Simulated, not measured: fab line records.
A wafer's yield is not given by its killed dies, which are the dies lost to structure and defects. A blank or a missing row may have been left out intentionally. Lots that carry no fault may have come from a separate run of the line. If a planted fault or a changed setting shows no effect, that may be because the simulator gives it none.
Which of the tools did it? ; flow sky130 ; 33 wafers from 11 lots sampled at 5 of the route's 708 steps

== WHAT THE GAUGES READ, wafer by wafer ==
SKY_CAP2M_THK_MEAS_01. Usual: CAP2M_CVD_00_THK gives 15.56 nm (standard deviation 0.21).
lot;measured;on;CAP2M_CVD_00_THK (nm);flag
L649;day 41 07:51;film metro-03;15.44 15.56 15.63;
L652;day 42 18:52;film metro-03;15.57 15.14 15.49;
L653;day 43 00:52;film metro-04;15.51 15.56 15.70;
L654;day 43 06:23;film metro-03;15.39 15.40 15.51;
L656;day 43 18:59;film metro-02;15.48 15.30 15.32;
L657;day 43 21:23;film metro-02;15.43 15.29 15.45;
L658;day 44 08:53;film metro-03;15.45 15.91 15.64;
L659;day 44 11:41;film metro-04;15.22 15.71 15.73;
L666;day 46 15:54;film metro-03;15.63 15.56 15.43;
L670;day 47 12:38;film metro-02;15.61 15.75 15.91;
L672;day 47 19:43;film metro-02;15.49 15.66 15.79;

SKY_METAL4_CD_MEAS_13: target cd 300 nm. Usual: 299.7 nm for cd nm, sd 1.5.
lot;measured;on;cd nm (nm);flag
L649;day 43 09:47;cd sem-02;301.2 299.9 298.4;
L652;day 44 19:02;cd sem-01;299.4 298.7 297.7;
L653;day 45 01:07;cd sem-02;298.4 300.2 300.1;
L654;day 45 05:35;cd sem-02;303.0 302.8 302.1;
L656;day 45 18:14;cd sem-02;300.0 299.2 299.3;
L657;day 45 18:56;cd sem-01;296.6 297.4 297.0;
L658;day 46 07:33;cd sem-02;318.9 318.6 318.8;OFF
L659;day 46 09:00;cd sem-01;318.7 316.8 318.9;OFF
L666;day 48 11:05;cd sem-02;302.1 301.6 300.9;
L670;day 49 07:04;cd sem-01;301.0 300.0 300.4;
L672;day 49 13:03;cd sem-02;301.8 302.0 302.8;

== TOOL THAT RAN EACH LOT (tool first, then ch and the chambers of the sampled wafers, then the start) ==
lot;SKY_CAP2M_CVD_00;SKY_CAP2M_METAL_ETCH_13;SKY_METAL4_EXPOSE_10
L649;pecvd-01 ch 0,1, day 41 07:50;rie metal-02 ch 0,1, day 42 09:29;krf scanner-02 ch 0, day 42 22:09
L652;pecvd-01 ch 0,2, day 42 18:49;rie metal-01 ch 0,1, day 43 18:37;krf scanner-02 ch 0, day 44 07:20
L653;pecvd-03 ch 0,1,2, day 43 00:50;rie metal-02 ch 0,1, day 44 00:55;krf scanner-02 ch 0, day 44 13:57
L654;pecvd-03 ch 0,2, day 43 06:22;rie metal-03 ch 0,1, day 44 05:53;krf scanner-02 ch 0, day 44 18:45
L656;pecvd-04 ch 0,2, day 43 18:58;rie metal-01 ch 0,1, day 44 18:41;krf scanner-01 ch 0, day 45 06:31
L657;pecvd-01 ch 0,1, day 43 21:22;rie metal-02 ch 0,1, day 44 20:08;krf scanner-01 ch 0, day 45 08:06
L658;pecvd-04 ch 0,1,2, day 44 08:52;rie metal-02 ch 0,1, day 45 08:32;krf scanner-01 ch 0, day 45 20:48
L659;pecvd-01 ch 0,1,2, day 44 11:40;rie metal-03 ch 0,1, day 45 09:47;krf scanner-01 ch 0, day 45 21:57
L666;pecvd-04 ch 0,1, day 46 15:53;rie metal-01 ch 0,1, day 47 13:44;krf scanner-02 ch 0, day 48 01:03
L670;pecvd-04 ch 0,1, day 47 12:36;rie metal-01 ch 0,1, day 48 09:59;krf scanner-02 ch 0, day 48 21:17
L672;pecvd-04 ch 0,1,2, day 47 19:41;rie metal-01 ch 0,1, day 48 16:41;krf scanner-02 ch 0, day 49 03:46
- SKY_CAP2M_CVD_00: deposits SiO2, target thk 15.5 nm.
- SKY_CAP2M_METAL_ETCH_13: etches TiN in Cl2/BCl3, stops on SiO2, target depth 220 nm, time 62.9 s.
- SKY_METAL4_EXPOSE_10: exposes mask MM4, target cd 300 nm.

== AS READ BY THE TOOLS THEMSELVES (means over the sampled wafers that have a number; for cases with no such wafer, the mark the record gives instead) ==
SKY_CAP2M_CVD_00. Usual: heater power w 694 W, standard deviation 120; susceptor temp C 399.99 C, standard deviation 0.2.
lot;tool;heater power w (W);susceptor temp C (C);flag
L649;pecvd-01;837;399.86;
L652;pecvd-01;692;400.09;
L653;pecvd-03;683;399.90;
L654;pecvd-03;740;399.85;
L656;pecvd-04;608;400.02;
L657;pecvd-01;807;399.92;
L658;pecvd-04;662;400.01;
L659;pecvd-01;747;400.04;
L666;pecvd-04;707;400.08;
L670;pecvd-04;590;399.82;
L672;pecvd-04;624;399.90;

SKY_CAP2M_METAL_ETCH_13. Usual: drypump motor current A 6.0 A, standard deviation 0.41; mfc cl2 sccm 59.98 sccm, standard deviation 0.18; oes product au 0.940 a.u., standard deviation 0.0066; throttle valve pct 21.903 %, standard deviation 0.0094.
lot;tool;drypump motor current A (A);mfc cl2 sccm (sccm);oes product au (a.u.);throttle valve pct (%);flag
L649;rie metal-02;6.0;60.07;0.943;21.906;
L652;rie metal-01;5.5;59.68;0.940;21.907;
L653;rie metal-02;5.9;59.98;0.945;21.905;
L654;rie metal-03;6.4;60.07;0.938;21.906;
L656;rie metal-01;5.5;60.10;0.942;21.903;
L657;rie metal-02;6.0;60.04;0.931;21.895;
L658;rie metal-02;5.9;60.19;0.943;21.905;
L659;rie metal-03;6.4;59.88;0.937;21.905;
L666;rie metal-01;5.8;60.00;0.941;21.897;
L670;rie metal-01;5.7;60.11;0.932;21.913;
L672;rie metal-01;5.8;60.01;0.948;21.889;

SKY_METAL4_EXPOSE_10. Usual: exposure dose mJ cm2 27.99, standard deviation 0.032; stage vel mm s 500.03 mm/s, standard deviation 0.23.
lot;tool;exposure dose mJ cm2;stage vel mm s (mm/s);flag
L649;krf scanner-02;27.98;500.20;
L652;krf scanner-02;28.00;499.79;
L653;krf scanner-02;27.96;500.36;
L654;krf scanner-02;27.98;499.97;
L656;krf scanner-01;28.01;499.92;
L657;krf scanner-01;28.01;500.05;
L658;krf scanner-01;25.00;500.25;OFF
L659;krf scanner-01;25.05;500.22;OFF
L666;krf scanner-02;27.94;500.17;
L670;krf scanner-02;27.96;500.28;
L672;krf scanner-02;27.96;500.16;

== THE ANSWER, worked out from the rows above alone ==
Rule: a lot counts as off when the mean over its wafers that have a number is more than 3 standard deviations away from the usual mean. A lot without any number at a reading at which 4 lots or more have one is off too. All remaining lots with rows at the step are treated as sound. The gauges are gone through in route order, then the tools' own readings, and for those a lot's mean is taken as printed above. At the first step where some lot is off, the reading lying furthest off is the one used; lots without a number count as furthest.
Off at SKY_METAL4_CD_MEAS_13 (cd nm): L658, L659.
A tool fits if, at a process step before that reading, it ran every lot that is off, and no sound lot after the first of them. Not tried: the gauges at SKY_METAL4_CD_MEAS_13; whatever is off there is also off at SKY_METAL4_EXPOSE_10, on other tools, and gauge error can't account for it. One candidate fits, namely krf scanner-01 at SKY_METAL4_EXPOSE_10. A fault onset in the window from L657 (day 45 08:06, its last sound lot) to L658 (day 45 20:48, its first lot off) fits.
The tool's own readings at SKY_METAL4_EXPOSE_10 bear it out: on the lots that are off they differ by more than 5 times the standard deviation of the sound lots' means. exposure dose mJ cm2 reads 25.02 there against 27.98 on the sound lots.

== WHAT HAD BEEN PUT IN BY THE SIMULATOR ==
Drift in process parameters on krf scanner-01 at SKY_METAL4_EXPOSE_10, starting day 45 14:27. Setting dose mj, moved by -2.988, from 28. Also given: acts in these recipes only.
Struck lots among those shown: L658, L659. Same finding as the rule above.
